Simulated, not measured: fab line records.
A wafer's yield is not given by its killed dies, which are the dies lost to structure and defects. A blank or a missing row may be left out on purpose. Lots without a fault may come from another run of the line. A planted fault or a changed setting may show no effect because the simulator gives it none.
fab line records	flow gf180mcu	part 1 of 2: steps 1 to 22 of 33
[record] lots = 5	wafers = 15	last_day = 34
route steps=602 shown HV_LDD@224 NSD@235 PSD@248
lots untouched by any fault: they come from a run of this same line in which no faults occurred
start_h: hours from the record's first day to the start of the lot's first wafer shown	wait_h: hours elapsed since this lot's preceding step	" as in the row above	L1.1+2: several wafers, shown together as one row	- no value, or no start given	* or withheld: withheld	< > ~ a bound
route shown NAME@n: NAME is a module with steps in the file, n the number in the route of the first one	usual: mean/standard deviation of fault-free wafers	same: alike in all rows	chamber/n: place in a boat	sites: each site's reading	_std_site: their standard deviation	_edge_site: inner sites' mean taken away from outer sites' mean	radius_mm: how far each site lies from the wafer's centre	mask NAME#n: copy n	behind: the most recent tool/chamber to have shaped the wafer	hold: why the lot went on hold/how many hours it stayed there/how the hold came to an end	device: names the non-switching transistor (n, p or np)	end of line: the route-end tests of the same wafers	step lacking rows: just its recipe	killed: dies that structure and defects cost at the first sort, which is not the same as the wafer's yield	map: the dies of a wafer, with x for killed, . for not killed, _ for no die there
set.NAME: the setting the step ran with; set.NAME@STEP: the setting that earlier step ran with	model.NAME: the simulator's own value behind a step, which no gauge read
lots seen at some steps along the route; tables by step, rows by wafer
services: the hour from which a tool's chamber was out of use, counted from the record's first day as start_h (under 0 if before that day), plus the number of hours and why
[[steps]]
[step GF_HV_LDD_IMPLANT_48]
[recipe] species = B	energy_kev = 25	dose_cm2 = 3e+13	tilt_deg = 7
[usual] beam_energy_keV = 25.000/0.0075	end_station_pressure_torr = 5.17e-06/2.9e-07
lot.wafer	tool	chamber	start_h	wait_h	beam_energy_keV	end_station_pressure_torr
L074.3	implanter-03	0	271.34	0.1	25.005	5.24e-06
L074.4	"	0	"	"	24.991	5.2e-06
L074.6	"	0	"	"	25.007	4.65e-06
L075.2	implanter-01	0	282.83	0.0	25.004	4.82e-06
L075.5	"	0	"	"	25.008	5.14e-06
L075.6	"	0	"	"	25.006	5e-06
L089.2	implanter-03	0	396.67	0.0	25.010	5.39e-06
L089.3	"	0	"	"	25.005	4.89e-06
L089.6	"	0	"	"	25.012	5.24e-06
L091.2	implanter-04	0	410.67	0.0	25.006	5.31e-06
L091.3	"	0	"	"	25.004	5.43e-06
L091.6	"	0	"	"	25.009	5.36e-06
L097.3	implanter-01	0	464.30	0.1	24.997	5.29e-06
L097.4	"	0	"	"	24.993	4.97e-06
L097.5	"	0	"	"	25.000	5.13e-06
[step GF_HV_LDD_STRIP_49]
[recipe] chemistry = O2/N2	power_w = 1400	pressure_mtorr = 1500	platen_temp_c = 250	o2_flow_sccm = 3000	n2_flow_sccm = 300	overash_fraction = 0.5
[usual] drypump_motor_current_A = 5.8/0.5	heater_power_w = 323/62	oes_product_au = 0.716/0.0043	platen_temp_c = 250.02/0.18	strip_time_to_endpoint_s = 12.63/0.044
lot.wafer	tool	chamber	start_h	wait_h	drypump_motor_current_A	heater_power_w	oes_product_au	platen_temp_c	rf_hours_counter_h	strip_time_to_endpoint_s
L074.3	plasma_asher-03	1	271.48	0.1	6.5	365	0.714	250.38	-	12.61
L074.4	"	0	"	"	6.2	245	0.712	250.07	-	12.57
L074.6	"	0	"	"	6.2	254	0.714	250.03	-	12.60
L075.2	plasma_asher-03	1	282.95	0.1	6.5	367	0.712	250.04	63	12.70
L075.5	"	0	"	"	6.3	249	0.715	250.31	-	12.68
L075.6	"	1	"	"	6.5	366	0.715	249.97	-	12.66
L089.2	plasma_asher-02	1	396.80	0.1	5.9	270	0.712	249.97	77	12.58
L089.3	"	0	"	"	5.3	428	0.716	250.03	-	12.58
L089.6	"	1	"	"	6.0	274	0.725	250.26	-	12.58
L091.2	plasma_asher-03	0	410.80	0.1	6.3	247	0.718	249.82	77	12.65
L091.3	"	0	"	"	6.2	247	0.714	250.05	-	12.67
L091.6	"	0	"	"	6.3	250	0.725	249.76	-	12.64
L097.3	plasma_asher-03	1	464.43	0.1	6.5	377	0.717	249.88	-	12.63
L097.4	"	0	"	"	6.3	247	0.712	249.99	-	12.63
L097.5	"	1	"	"	6.5	365	0.721	250.13	-	12.57
[step GF_HV_LDD_TW_MEAS_50]
[usual] HV_LDD_4_TW = 564/7.3
lot.wafer	tool	chamber	start_h	wait_h	HV_LDD_4_TW
L074.3	film_metro-01	-	271.56	0.1	574
L074.4	"	-	"	"	575
L074.6	"	-	"	"	573
L075.2	film_metro-01	-	283.06	0.1	570
L075.5	"	-	"	"	576
L075.6	"	-	"	"	574
L089.2	film_metro-01	-	396.91	0.1	575
L089.3	"	-	"	"	576
L089.6	"	-	"	"	572
L091.2	film_metro-03	-	410.91	0.1	556
L091.3	"	-	"	"	556
L091.6	"	-	"	"	555
L097.3	film_metro-01	-	464.52	0.1	573
L097.4	"	-	"	"	573
L097.5	"	-	"	"	570
[step GF_HV_LDD_CLEAN_51]
[recipe] chemistry = SC1/SC2	mix = 1:4:20	temp_c = 70	time_s = 150	dry = n2_spin
lot.wafer	tool	chamber	start_h	wait_h
L074.3+4+6	wet_bench-02	1	271.60	0.0
L075.2+5+6	wet_bench-02	1	283.11	0.0
L089.2+3+6	wet_bench-04	3	396.96	0.0
L091.2+3+6	wet_bench-01	2	410.96	0.0
L097.3+4+5	wet_bench-04	1	464.56	0.0
[step GF_HV_LDD_RTA_52]
[recipe] temp_c = 1000	time_s = 10	ambient = N2
[usual] anneal_temp_c_max = 1007.0/2.3	lamp_power_pct = 32.4/1.7	wafer_temp_C_max = 1004.3/1.5
lot.wafer	tool	chamber	start_h	wait_h	anneal_temp_c_max	lamp_power_pct	wafer_temp_C_max
L074.3	rtp_anneal-01	0	271.68	0.0	1007.7	33.7	1003.8
L074.4	"	0	"	"	1009.3	33.8	1005.4
L074.6	"	0	"	"	1007.2	33.7	1003.8
L075.2	rtp_anneal-02	0	283.17	0.0	1004.1	30.2	1005.7
L075.5	"	0	"	"	1006.7	30.1	1004.9
L075.6	"	0	"	"	1004.5	30.1	1007.6
L089.2	rtp_anneal-02	0	397.02	0.0	1004.6	30.1	1006.0
L089.3	"	0	"	"	1004.4	30.2	1005.6
L089.6	"	0	"	"	1003.1	30.1	1007.2
L091.2	rtp_anneal-01	0	411.02	0.0	1006.9	33.8	1003.4
L091.3	"	0	"	"	1010.2	33.7	1002.9
L091.6	"	0	"	"	1008.2	33.8	1003.3
L097.3	rtp_anneal-01	0	464.63	0.0	1009.2	33.8	1003.9
L097.4	"	0	"	"	1007.9	33.8	1002.7
L097.5	"	0	"	"	1009.3	33.8	1003.3
[step GF_HV_LDD_RS_MEAS_53]
[recipe] thk_meas_gauge = four-point-probe
[usual] HV_LDD_RS = 418.0/0.94
lot.wafer	tool	chamber	start_h	wait_h	HV_LDD_RS[ohm/sq]
L074.3	film_metro-03	-	271.76	0.1	417.6
L074.4	"	-	"	"	418.9
L074.6	"	-	"	"	417.9
L075.2	film_metro-01	-	283.25	0.1	417.3
L075.5	"	-	"	"	419.3
L075.6	"	-	"	"	418.2
L089.2	film_metro-02	-	397.10	0.1	418.0
L089.3	"	-	"	"	418.2
L089.6	"	-	"	"	418.7
L091.2	film_metro-01	-	411.09	0.1	418.5
L091.3	"	-	"	"	419.5
L091.6	"	-	"	"	418.1
L097.3	film_metro-03	-	464.71	0.1	418.8
L097.4	"	-	"	"	418.8
L097.5	"	-	"	"	418.4
[step GF_HV_LDD_CVD_54]
[recipe] material = SiO2	target_thk_nm = 10	precursor = TEOS	temp_c = 680	time_s = 75	pressure_mtorr = 400
[usual] zone_power_top_pct = 23.3/1.7	zone_power_upper_pct = 10.2/0.87
lot.wafer	tool	chamber	start_h	wait_h	zone_power_top_pct	zone_power_upper_pct
L074.3	lpcvd-02	0	271.84	0.1	24.3	9.0
L074.4	"	0	"	"	24.8	9.1
L074.6	"	0	"	"	24.9	9.0
L075.2	lpcvd-02	1	283.35	0.1	25.4	10.6
L075.5	"	1	"	"	24.9	10.6
L075.6	"	1	"	"	24.8	10.4
L089.2	lpcvd-01	1	397.20	0.1	22.0	11.4
L089.3	"	1	"	"	21.5	11.4
L089.6	"	1	"	"	21.7	11.4
L091.2	lpcvd-02	0	411.19	0.1	25.1	9.1
L091.3	"	0	"	"	25.0	9.3
L091.6	"	0	"	"	24.6	9.2
L097.3	lpcvd-01	0	464.79	0.1	21.0	9.4
L097.4	"	0	"	"	21.1	9.3
L097.5	"	0	"	"	21.3	9.3
[step GF_HV_LDD_THK_MEAS_55]
[recipe] reads = SiO2_of_HV_LDD_CVD_54
[usual] HV_LDD_CVD_54_THK = 9.99/0.12
lot.wafer	tool	chamber	start_h	wait_h	HV_LDD_CVD_54_THK[nm]
L074.3	film_metro-02	-	272.88	0.0	9.75
L074.4	"	-	"	"	9.94
L074.6	"	-	"	"	9.83
L075.2	film_metro-02	-	284.38	0.0	10.01
L075.5	"	-	"	"	10.02
L075.6	"	-	"	"	9.92
L089.2	film_metro-03	-	398.23	0.0	10.06
L089.3	"	-	"	"	9.99
L089.6	"	-	"	"	10.05
L091.2	film_metro-01	-	412.23	0.0	10.08
L091.3	"	-	"	"	10.00
L091.6	"	-	"	"	10.06
L097.3	film_metro-01	-	465.83	0.0	10.09
L097.4	"	-	"	"	10.18
L097.5	"	-	"	"	10.14
[step GF_HV_LDD_CVD_56]
[recipe] material = Si3N4	precursor = DCS/NH3	target_thk_nm = 90	temp_c = 770	time_s = 1543	pressure_mtorr = 250
[usual] zone_power_top_pct = 27.8/2.1	zone_power_upper_pct = 12.8/1.1
lot.wafer	tool	chamber	start_h	wait_h	zone_power_top_pct	zone_power_upper_pct
L074.3	lpcvd-02	0	272.92	0.0	29.8	11.8
L074.4	"	0	"	"	29.7	11.7
L074.6	"	0	"	"	29.8	11.7
L075.2	lpcvd-01	0	284.43	0.0	25.8	11.9
L075.5	"	0	"	"	25.6	11.6
L075.6	"	0	"	"	25.4	11.8
L089.2	lpcvd-01	1	398.28	0.0	25.7	14.4
L089.3	"	1	"	"	26.0	14.5
L089.6	"	1	"	"	25.9	14.4
L091.2	lpcvd-01	0	412.28	0.0	25.8	11.9
L091.3	"	0	"	"	24.8	12.0
L091.6	"	0	"	"	25.2	11.8
L097.3	lpcvd-01	0	465.87	0.0	25.3	11.8
L097.4	"	0	"	"	25.3	12.0
L097.5	"	0	"	"	25.6	12.0
[step GF_HV_LDD_THK_MEAS_57]
[recipe] reads = Si3N4_of_HV_LDD_CVD_56
[usual] HV_LDD_CVD_56_THK = 89.9/0.71
lot.wafer	tool	chamber	start_h	wait_h	HV_LDD_CVD_56_THK[nm]
L074.3	film_metro-02	-	274.37	0.0	88.8
L074.4	"	-	"	"	88.3
L074.6	"	-	"	"	88.5
L075.2	film_metro-03	-	285.87	0.0	90.8
L075.5	"	-	"	"	90.6
L075.6	"	-	"	"	90.3
L089.2	film_metro-01	-	399.72	0.0	91.0
L089.3	"	-	"	"	90.6
L089.6	"	-	"	"	91.7
L091.2	film_metro-03	-	413.71	0.0	91.2
L091.3	"	-	"	"	91.0
L091.6	"	-	"	"	90.9
L097.3	film_metro-01	-	467.32	0.0	90.5
L097.4	"	-	"	"	90.2
L097.5	"	-	"	"	90.8
[step GF_HV_LDD_ETCHBACK_58]
[recipe] chemistry = CH3F/O2	target = Si3N4	stop_on = SiO2	source_w = 400	bias_w = 80	pressure_mtorr = 25	ch3f_flow_sccm = 40	O2_flow_sccm = 30	time_s = 100	target_depth_a = 900
[usual] drypump_motor_current_A = 5.69/0.26	oes_product_au = 0.843/0.0058	throttle_valve_pct = 10.562/0.0093
lot.wafer	tool	chamber	start_h	wait_h	drypump_motor_current_A	oes_product_au	rf_hours_counter_h	throttle_valve_pct
L074.3	rie_diel-03	0	274.41	0.0	5.69	0.836	13	10.574
L074.4	"	2	"	"	5.25	0.839	126	10.556
L074.6	"	0	"	"	5.71	0.839	-	10.568
L075.2	rie_diel-01	2	285.92	0.0	5.84	0.846	134	10.565
L075.5	"	3	"	"	5.80	0.858	-	10.556
L075.6	"	0	"	"	5.52	0.838	-	10.570
L089.2	rie_diel-01	3	399.77	0.0	5.81	0.841	79	10.574
L089.3	"	0	"	"	5.51	0.841	9	10.555
L089.6	"	3	"	"	5.78	0.852	-	10.546
L091.2	rie_diel-01	2	413.76	0.0	5.87	0.852	3	10.569
L091.3	"	0	"	"	5.53	0.839	10	10.570
L091.6	"	2	"	"	5.87	0.851	-	10.566
L097.3	rie_diel-03	3	467.36	0.0	6.06	0.850	26	10.559
L097.4	"	2	"	"	5.24	0.841	3	10.551
L097.5	"	1	"	"	5.34	0.852	-	10.562
[step GF_NSD_DEHYDRATE_00]
[recipe] temp_c = 200	time_s = 60
[usual] heater_power_total_W = 160.38/0.13	resist_line_temp_C = 23.02/0.097
lot.wafer	tool	chamber	start_h	wait_h	heater_power_total_W	resist_line_temp_C
L074.3	litho_track-03	0	283.29	8.8	160.36	23.05
L074.4	"	0	"	"	160.37	23.13
L074.6	"	0	"	"	160.37	23.15
L075.2	litho_track-01	0	294.36	8.4	160.25	23.01
L075.5	"	0	"	"	160.33	23.15
L075.6	"	0	"	"	160.45	22.91
L089.2	litho_track-01	0	410.66	10.9	160.24	23.03
L089.3	"	0	"	"	160.31	23.11
L089.6	"	0	"	"	160.39	23.12
L091.2	litho_track-03	0	424.32	10.5	160.52	23.05
L091.3	"	0	"	"	160.40	23.01
L091.6	"	0	"	"	160.35	22.97
L097.3	litho_track-02	0	478.89	11.5	160.30	22.85
L097.4	"	0	"	"	160.50	23.02
L097.5	"	0	"	"	160.28	22.93
[step GF_NSD_HMDS_01]
[recipe] prime_time_s = 60	prime_temp_c = 120
[usual] resist_line_temp_C = 22.99/0.11
lot.wafer	tool	chamber	start_h	wait_h	resist_line_temp_C
L074.3	litho_track-03	0	283.44	0.1	22.95
L074.4	"	0	"	"	22.97
L074.6	"	0	"	"	23.00
L075.2	litho_track-01	0	294.51	0.1	23.19
L075.5	"	0	"	"	23.19
L075.6	"	0	"	"	23.08
L089.2	litho_track-01	0	410.81	0.1	22.86
L089.3	"	0	"	"	22.88
L089.6	"	0	"	"	23.00
L091.2	litho_track-03	0	424.47	0.1	23.11
L091.3	"	0	"	"	23.07
L091.6	"	0	"	"	23.15
L097.3	litho_track-02	0	479.04	0.1	23.12
L097.4	"	0	"	"	23.08
L097.5	"	0	"	"	22.89
[step GF_NSD_COAT_02]
[recipe] resist = NOVOLAK	spin_rpm = 3000	resist_thk_nm = 1000
[usual] resist_line_temp_C = 23.02/0.1
lot.wafer	tool	chamber	start_h	wait_h	resist_line_temp_C
L074.3	litho_track-03	0	283.59	0.1	23.16
L074.4	"	0	"	"	23.21
L074.6	"	0	"	"	23.10
L075.2	litho_track-01	0	294.66	0.1	23.03
L075.5	"	0	"	"	22.94
L075.6	"	0	"	"	23.24
L089.2	litho_track-01	0	410.96	0.1	23.18
L089.3	"	0	"	"	23.03
L089.6	"	0	"	"	23.05
L091.2	litho_track-03	0	424.62	0.1	22.97
L091.3	"	0	"	"	22.96
L091.6	"	0	"	"	23.06
L097.3	litho_track-02	0	479.19	0.1	22.91
L097.4	"	0	"	"	23.05
L097.5	"	0	"	"	22.89
[step GF_NSD_SOFTBAKE_03]
[recipe] temp_c = 90	time_s = 60	resist = NOVOLAK
[usual] heater_power_total_W = 56.59/0.042	resist_line_temp_C = 23.01/0.11
lot.wafer	tool	chamber	start_h	wait_h	heater_power_total_W	resist_line_temp_C
L074.3	litho_track-03	0	283.74	0.1	56.59	22.86
L074.4	"	0	"	"	56.59	23.03
L074.6	"	0	"	"	56.60	22.96
L075.2	litho_track-01	0	294.81	0.1	56.70	23.13
L075.5	"	0	"	"	56.58	23.13
L075.6	"	0	"	"	56.59	23.14
L089.2	litho_track-01	0	411.11	0.1	56.62	23.13
L089.3	"	0	"	"	56.60	23.15
L089.6	"	0	"	"	56.59	23.02
L091.2	litho_track-03	0	424.77	0.1	56.62	22.87
L091.3	"	0	"	"	56.63	22.79
L091.6	"	0	"	"	56.61	22.96
L097.3	litho_track-02	0	479.34	0.1	56.60	23.01
L097.4	"	0	"	"	56.55	23.04
L097.5	"	0	"	"	56.67	22.90
[step GF_NSD_EXPOSE_04]
[recipe] mask_id = Nplus	target_cd_nm = 400	na = 0.6	source_shape = conventional	sigma_outer = 0.6	dose_mj = 140
lot.wafer	tool	chamber	start_h	wait_h	mask
L074.3+4+6	iline_stepper-02	0	-	-	Nplus#0
L075.2+5+6	iline_stepper-01	0	-	-	Nplus#0
L089.2+3+6	iline_stepper-02	0	-	-	Nplus#0
L091.2+3+6	iline_stepper-01	0	-	-	Nplus#0
L097.3+4+5	iline_stepper-01	0	-	-	Nplus#0
[step GF_NSD_PEB_05]
[recipe] temp_c = withheld	time_s = *	resist = NOVOLAK
[usual] resist_line_temp_C = *
lot.wafer	tool	chamber	start_h	wait_h	resist_line_temp_C
L074.3	litho_track-02	0	-	-	*
L074.4	"	0	"	"	*
L074.6	"	0	"	"	*
L075.2	litho_track-02	0	-	-	*
L075.5	"	0	"	"	*
L075.6	"	0	"	"	*
L089.2	litho_track-03	0	-	-	*
L089.3	"	0	"	"	*
L089.6	"	0	"	"	*
L091.2	litho_track-01	0	-	-	*
L091.3	"	0	"	"	*
L091.6	"	0	"	"	*
L097.3	litho_track-01	0	-	-	*
L097.4	"	0	"	"	*
L097.5	"	0	"	"	*
[step GF_NSD_DEVELOP_06]
[recipe] develop_time_s = 60	dev_temp_c = 23
[usual] resist_line_temp_C = 22.99/0.11
lot.wafer	tool	chamber	start_h	wait_h	resist_line_temp_C
L074.3	litho_track-02	0	292.89	0.1	22.98
L074.4	"	0	"	"	22.95
L074.6	"	0	"	"	23.08
L075.2	litho_track-02	0	304.66	0.1	22.93
L075.5	"	0	"	"	23.15
L075.6	"	0	"	"	22.84
L089.2	litho_track-03	0	422.77	0.1	22.97
L089.3	"	0	"	"	22.94
L089.6	"	0	"	"	22.97
L091.2	litho_track-01	0	437.11	0.1	22.83
L091.3	"	0	"	"	22.85
L091.6	"	0	"	"	22.97
L097.3	litho_track-01	0	490.98	0.1	23.13
L097.4	"	0	"	"	22.98
L097.5	"	0	"	"	23.03
[step GF_NSD_CD_MEAS_07]
[recipe] target_cd_nm = 400
[usual] cd_nm = 399.7/2.3
lot.wafer	tool	chamber	start_h	wait_h	cd_nm
L074.3	cd_sem-02	-	293.03	0.1	403.1
L074.4	"	-	"	"	403.1
L074.6	"	-	"	"	402.9
L075.2	cd_sem-01	-	304.81	0.1	399.1
L075.5	"	-	"	"	398.3
L075.6	"	-	"	"	399.6
L089.2	cd_sem-02	-	422.91	0.1	397.8
L089.3	"	-	"	"	399.5
L089.6	"	-	"	"	400.3
L091.2	cd_sem-01	-	437.25	0.1	400.8
L091.3	"	-	"	"	399.0
L091.6	"	-	"	"	398.1
L097.3	cd_sem-02	-	491.12	0.1	400.0
L097.4	"	-	"	"	398.4
L097.5	"	-	"	"	399.3
[step GF_NSD_OVL_MEAS_08]
[usual] NSD_OVL = -0.9/1.2
lot.wafer	tool	chamber	start_h	wait_h	NSD_OVL[nm]
L074.3	overlay-01	-	293.12	0.1	-2.3
L074.4	"	-	"	"	-2.0
L074.6	"	-	"	"	-0.7
L075.2	overlay-01	-	304.91	0.1	-1.5
L075.5	"	-	"	"	-0.8
L075.6	"	-	"	"	-2.0
L089.2	overlay-02	-	423.02	0.1	-0.8
L089.3	"	-	"	"	-0.7
L089.6	"	-	"	"	-0.2
L091.2	overlay-01	-	437.36	0.1	-2.6
L091.3	"	-	"	"	-2.4
L091.6	"	-	"	"	-1.9
L097.3	overlay-02	-	491.21	0.1	-1.3
L097.4	"	-	"	"	-1.6
L097.5	"	-	"	"	-0.8
[step GF_NSD_IMPLANT_09]
[recipe] species = As	energy_kev = 60	dose_cm2 = 4e+15	tilt_deg = 7
[usual] beam_energy_keV = 59.999/0.021	end_station_pressure_torr = 1.24e-05/1.2e-06
lot.wafer	tool	chamber	start_h	wait_h	beam_energy_keV	end_station_pressure_torr
L074.3	implanter-03	0	293.19	0.1	60.003	1.33e-05
L074.4	"	0	"	"	59.991	1.34e-05
L074.6	"	0	"	"	60.022	1.37e-05
L075.2	implanter-01	0	304.97	0.0	60.032	1.06e-05
L075.5	"	0	"	"	59.999	1.04e-05
L075.6	"	0	"	"	60.039	1.03e-05
L089.2	implanter-01	0	423.07	0.0	59.976	1.07e-05
L089.3	"	0	"	"	59.961	1.16e-05
L089.6	"	0	"	"	59.987	1.12e-05
L091.2	implanter-01	0	437.41	0.0	60.000	1.13e-05
L091.3	"	0	"	"	60.004	1.18e-05
L091.6	"	0	"	"	60.013	1.15e-05
L097.3	implanter-01	0	491.29	0.1	59.974	1.04e-05
L097.4	"	0	"	"	59.998	1.06e-05
L097.5	"	0	"	"	60.004	1.11e-05
[step GF_NSD_IMPLANT_10]
[recipe] species = P	energy_kev = 40	dose_cm2 = 5e+14	tilt_deg = 7
[usual] beam_energy_keV = 40.000/0.012	end_station_pressure_torr = 7.2e-06/3.8e-07
lot.wafer	tool	chamber	start_h	wait_h	beam_energy_keV	end_station_pressure_torr
L074.3	implanter-03	0	293.34	0.1	39.998	7.7e-06
L074.4	"	0	"	"	40.006	7.4e-06
L074.6	"	0	"	"	39.994	7.7e-06
L075.2	implanter-01	0	305.12	0.1	40.025	7.1e-06
L075.5	"	0	"	"	39.998	6.7e-06
L075.6	"	0	"	"	40.004	7.2e-06
L089.2	implanter-01	0	423.22	0.1	40.016	7.1e-06
L089.3	"	0	"	"	39.987	6.4e-06
L089.6	"	0	"	"	39.984	6.4e-06
L091.2	implanter-01	0	437.56	0.1	40.000	7.5e-06
L091.3	"	0	"	"	39.994	7.1e-06
L091.6	"	0	"	"	39.988	7.6e-06
L097.3	implanter-01	0	491.44	0.1	39.992	7.4e-06
L097.4	"	0	"	"	39.990	7.8e-06
L097.5	"	0	"	"	39.998	7e-06
